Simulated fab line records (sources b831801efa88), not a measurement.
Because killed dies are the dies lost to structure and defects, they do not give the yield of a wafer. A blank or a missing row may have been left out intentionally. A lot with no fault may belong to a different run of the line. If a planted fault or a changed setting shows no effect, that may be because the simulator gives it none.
Problem report in the 8D (eight disciplines) form, filled by code | flow sky130 | the parts of the form that need people (team, actions taken, sign-off) are left out

## 1. WHAT WENT WRONG
Across 6 wafers from 2 lots, POLY_GATE_CVD_00_THK at SKY_POLY_GATE_THK_MEAS_01 averages 141.1 nm, while fault-free wafers read 179.8 nm with a standard deviation of 1.5. Relative to the usual mean, that is a shift of -26 standard deviations.
First seen on wafer L446.2, day 19 11:03, on film_metro-04. Wafers with a number at this step in the record: 33, from 11 lots. The rule behind "out" and "out of limits": a value lying over 4 standard deviations away from the usual mean. The rest of the wafers with a number are treated as sound.

## 2. WHAT IT IS AND WHAT IT IS NOT
question                    | is                           | is not
which readings at this step | POLY_GATE_CVD_00_THK         | -
which lots                  | L446, L447                   | L431, L432, L433, L434, L435, L436, L438, L440, L443
which wafers of those lots  | all that have a number       | -
read on which gauges        | film_metro-01, film_metro-04 | film_metro-02
when                        | from day 19 11:03            | up to then (27 sound wafers)

## 3. SUSPECTS, AND WHAT RULES EACH OUT
Counting: a tool at a process step up to the reading stays a suspect if it ran every lot that is out and no sound lot after the first of them.
- ruled out: the gauge at SKY_POLY_GATE_THK_MEAS_01. Those wafers that are out were read across 2 gauges (film_metro-01, film_metro-04).
- lpcvd-01 at SKY_POLY_GATE_CVD_00 (deposits poly-Si, target thk 180 nm, time 720 s): kept. Every lot that is out went through it, starting with L446 (day 19 09:50), and after that it ran no sound lot; the last sound lot it ran before then is L443 (day 18 13:09).
After counting, what remains is lpcvd-01 at SKY_POLY_GATE_CVD_00.

## 4. THE CAUSE (what the simulator had put in)
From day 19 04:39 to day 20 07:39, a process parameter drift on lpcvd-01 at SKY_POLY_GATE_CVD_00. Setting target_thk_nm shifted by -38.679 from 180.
After counting, this tool was the only one left.

## 5. THE EFFECT CHAIN, in route order
Rows list readings where the struck wafers' mean (over those with a number) sits beyond 3 standard deviations from the usual. Readings are gone through only where the record gives a usual standard deviation; hours: the median, over the lots, of the time from a lot's start at the first step in this table giving one to that lot's start at this step; sigmas: the change measured in usual standard deviations.
hours | step                      | reading              | usual      | on struck wafers | change | sigmas
0     | SKY_POLY_GATE_THK_MEAS_01 | POLY_GATE_CVD_00_THK | 179.8 nm   | 141.1            | -38.7  | -26
66    | SKY_POLY_GATE_ETCH_17     | oes_product_au       | 0.985 a.u. | 0.838            | -0.147 | -21
Process steps it contains:
- SKY_POLY_GATE_ETCH_17: etches poly-Si in HBr/Cl2, stops on SiO2, target depth 180 nm, time 70.5 s.

## 6. HOW IT WOULD HAVE BEEN CAUGHT EARLIER
The first out-of-limits reading at a measuring or inspecting step in this record came at day 19 11:03, 6 hours after the fault's start at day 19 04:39.
An alarm limit of 4 standard deviations would not have fired on the tool readings at SKY_POLY_GATE_CVD_00 for which the record gives a usual standard deviation, since none of them was out on any struck wafer.
Among the 2 lots that are out, L447 began SKY_POLY_GATE_CVD_00 on lpcvd-01 after day 19 11:03. Had the tool been put on hold then, it would have been spared.
